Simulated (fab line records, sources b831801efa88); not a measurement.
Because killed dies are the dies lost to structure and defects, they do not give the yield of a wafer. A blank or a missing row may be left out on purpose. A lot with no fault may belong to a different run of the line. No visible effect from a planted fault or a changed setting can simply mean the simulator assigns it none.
The same fault as seen by 2 desks + flow gf180mcu + each desk holds nothing but its own numbers, with what lay behind them at the end

== FROM THE METROLOGY DESK ==
Means of the sampled wafers that have a number, per lot and without regard to the tool the lot ran on: this is what the gauges read. The brackets show how far a lot's mean lies from the usual mean; more than 4 standard deviations puts the lot out of limits, marked OUT.
Columns: A = LVPWELL_RS at GF_VT_IMPLANT_RS_MEAS_48, usual 1197.4 ohm/sq; B = HV_LDD_TW at GF_HV_LDD_TW_MEAS_11, usual 2424; C = cd nm at GF_HV_LDD_CD_MEAS_19, usual 399.7 nm; D = HV_LDD_RS at GF_HV_LDD_RS_MEAS_53, usual 418.7 ohm/sq
| lot  | first seen here | A      | B    | C     | D     |
|------|-----------------|--------|------|-------|-------|
| L352 | day 7 12:52     | 1197.9 | 2408 | 398.9 | 418.8 |
| L353 | day 7 19:32     | 1197.0 | 2465 | 399.6 | 416.5 |
| L354 | day 8 04:27     | 1195.0 | 2400 | 400.8 | 419.2 |
| L355 | day 8 10:44     | 1194.9 | 2409 | 400.2 | 418.4 |
| L356 | day 8 15:10     | 1197.5 | 2474 | 398.8 | 417.4 |
| L357 | day 9 02:28     | 1194.3 | 2398 | 399.6 | 419.1 |
| L358 | day 9 07:02     | 1196.6 | 2393 | 400.1 | 418.9 |
| L359 | day 9 14:11     | 1198.1 | 2464 | 398.8 | 418.9 |
| L366 | day 11 11:41    | 1200.5 | 2410 | 401.2 | 416.2 |
| L367 | day 11 20:56    | 1195.8 | 2418 | 402.6 | 415.4 |
| L368 | day 11 23:56    | 1199.6 | 2459 | 399.1 | 417.0 |
| L370 | day 12 15:46    | 1193.5 | 2404 | 397.8 | 418.7 |
| L372 | day 13 03:45    | 1195.9 | 2418 | 400.0 | 417.7 |
Finding of this desk: none of the 13 lots has anything out of limits.

== FOR THE TOOL OWNER'S DESK: implanter-02 ==
GF_HV_LDD_IMPLANT_36, tool's own readings: per-lot mean of the sampled wafers with a number, covering each lot this tool ran. The brackets show how far a lot's mean lies from the usual mean; more than 4 standard deviations puts the lot out of limits, marked OUT.
Columns: A = beam on s at GF_HV_LDD_IMPLANT_36, usual 9.94 s; B = faraday current uA at GF_HV_LDD_IMPLANT_36, usual 42.5
| lot  | first seen here | A                | B               |
|------|-----------------|------------------|-----------------|
| L354 | day 12 06:53    | 9.97             | 42.3            |
| L366 | day 16 03:09    | 11.34 (+7.8) OUT | 37.9 (-6.3) OUT |
| L367 | day 16 13:20    | 11.16 (+6.8) OUT | 38.6 (-5.3) OUT |
| L368 | day 16 18:08    | 10.95 (+5.6) OUT | 39.2 (-4.5) OUT |
This desk's verdict: out of limits on L366, L367, L368, starting with L366 at day 16 03:09 (beam on s at GF_HV_LDD_IMPLANT_36). L354: within limits.

== PUT TOGETHER ==
The tool owner's desk could have raised an alarm at day 16 03:09, on L366, L367, L368.
From the metrology desk's view, nothing was out of limits.
The metrology desk holds a record of L366, L367, L368, inside its limits.
The lots listed all ran GF_HV_LDD_IMPLANT_36 on implanter-02.

== WHAT THE SIMULATOR PUT IN ==
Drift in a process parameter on implanter-02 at GF_HV_LDD_IMPLANT_36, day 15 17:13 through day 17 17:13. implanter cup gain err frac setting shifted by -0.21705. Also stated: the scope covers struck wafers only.
Shown lots that were struck: L366, L367, L368.
Time in hours from fault onset to the first out-of-limits reading at each desk: the tool owner's desk, 10.
